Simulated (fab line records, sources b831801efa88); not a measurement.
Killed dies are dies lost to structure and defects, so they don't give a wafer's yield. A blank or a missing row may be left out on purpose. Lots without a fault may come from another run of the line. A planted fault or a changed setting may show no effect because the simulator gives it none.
Chamber matching | flow gf180mcu | GF_CONTACT_CMP_27 on cmp-02: 4 sister chambers
The step polishes, stops on SiO2, t overpolish 15 s, target thk 0 nm. 8 wafers are shown with their chamber, then 7 later ones without.

WAFERS WITH THEIR CHAMBER
wafer  | chamber | motor_current_A (A) | overpolish_run_s (s)
L362.1 | 0       | 11.7                | 14.999
L365.2 | 1       | 11.9                | 15.013
L365.3 | 2       | 12.1                | 14.992
L372.1 | 0       | 11.8                | 15.001
L372.3 | 2       | 12.1                | 14.989
L372.5 | 3       | 12.8                | 14.997
L376.3 | 1       | 12.9                | 14.990
L376.4 | 3       | 12.2                | 14.999

WAFERS WITHOUT THEIR CHAMBER
wafer  | motor_current_A (A) | overpolish_run_s (s)
L376.5 | 12.8                | 15.000
L378.1 | 12.3                | 15.006
L378.4 | 13.0                | 14.999
L378.6 | 12.6                | 14.994
L380.2 | 13.0                | 15.002
L380.3 | 12.2                | 14.982
L380.4 | 13.2                | 14.996

WHICH CHAMBER EACH WENT THROUGH
wafer  | from the rows above               | in truth
L376.5 | can't be placed: 3 or 1 or 2 or 0 | 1
L378.1 | can't be placed: 1 or 3 or 0 or 2 | 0
L378.4 | can't be placed: 3 or 1 or 2 or 0 | 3
L378.6 | can't be placed: 3 or 1 or 2 or 0 | 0
L380.2 | can't be placed: 3 or 1 or 2 or 0 | 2
L380.3 | can't be placed: 2 or 3 or 1 or 0 | 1
L380.4 | can't be placed: 3 or 1 or 2 or 0 | 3
Placed correctly: 0 of 7. Can't be placed from these rows: 7 (the true chamber is among the candidates in 7). Placed wrongly: 0.
How it was worked out, from the rows above alone: a wafer's distance from a chamber is the root of the sum, over the readings, of the square of ((its reading less the chamber's mean) divided by the reading's scatter). The wafer belongs to the nearest chamber; if the next one is less than 2 further off, it can't be placed. A chamber's mean is the mean of its shown wafers. The scatter: the root of (the sum of the squares of (reading less its chamber's mean) over the shown wafers, divided by (wafers less chambers)).
